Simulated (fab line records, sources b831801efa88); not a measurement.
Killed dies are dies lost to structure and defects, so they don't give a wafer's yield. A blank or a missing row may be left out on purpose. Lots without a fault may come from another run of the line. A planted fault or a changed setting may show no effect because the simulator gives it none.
Which tool did it? | flow gf180mcu | 7 lots, 21 wafers sampled, at 1 step of a route of 602

WHAT THE GAUGES READ, wafer by wafer
GF_VT_IMPLANT_TW_MEAS_32.
lot  | measured     | on            | VT_IMPLANT_3_TW
L568 | day 7 11:56  | film_metro-04 | 270.0 270.9 270.5
L570 | day 7 23:52  | film_metro-01 | 266.6 265.6 266.7
L573 | day 8 21:31  | film_metro-01 | 267.8 268.5 268.4
L576 | day 9 14:52  | film_metro-01 | 269.8 267.5 268.4
L585 | day 11 23:59 | film_metro-03 | 267.1 268.5 267.2
L587 | day 12 15:22 | film_metro-04 | 268.4 269.6 269.3
L589 | day 13 04:10 | film_metro-01 | 266.5 266.5 266.3

WHICH TOOL RAN EACH LOT (tool, then ch and the chambers of the sampled wafers, then the start)
The record holds no process step before these readings.

THE ANSWER, worked out from the rows above alone
Rule: what is usual is taken from the lots themselves. Put in order of their means at a reading, lots are off if they are a third of the lots or fewer, leave a main group of 4 or more, and stand apart from it by a gap of 3 or more times the standard deviation of the main group's means; of several such gaps the widest counts. A main group whose means are all the same, to the digits that the tables above print for the reading, isn't used. A lot without any number at a reading at which 4 lots or more have one is off too. The other lots that the step has rows for count as sound.
No lot is off at any reading shown: from this, nothing can be told.

WHAT THE SIMULATOR HAD PUT IN
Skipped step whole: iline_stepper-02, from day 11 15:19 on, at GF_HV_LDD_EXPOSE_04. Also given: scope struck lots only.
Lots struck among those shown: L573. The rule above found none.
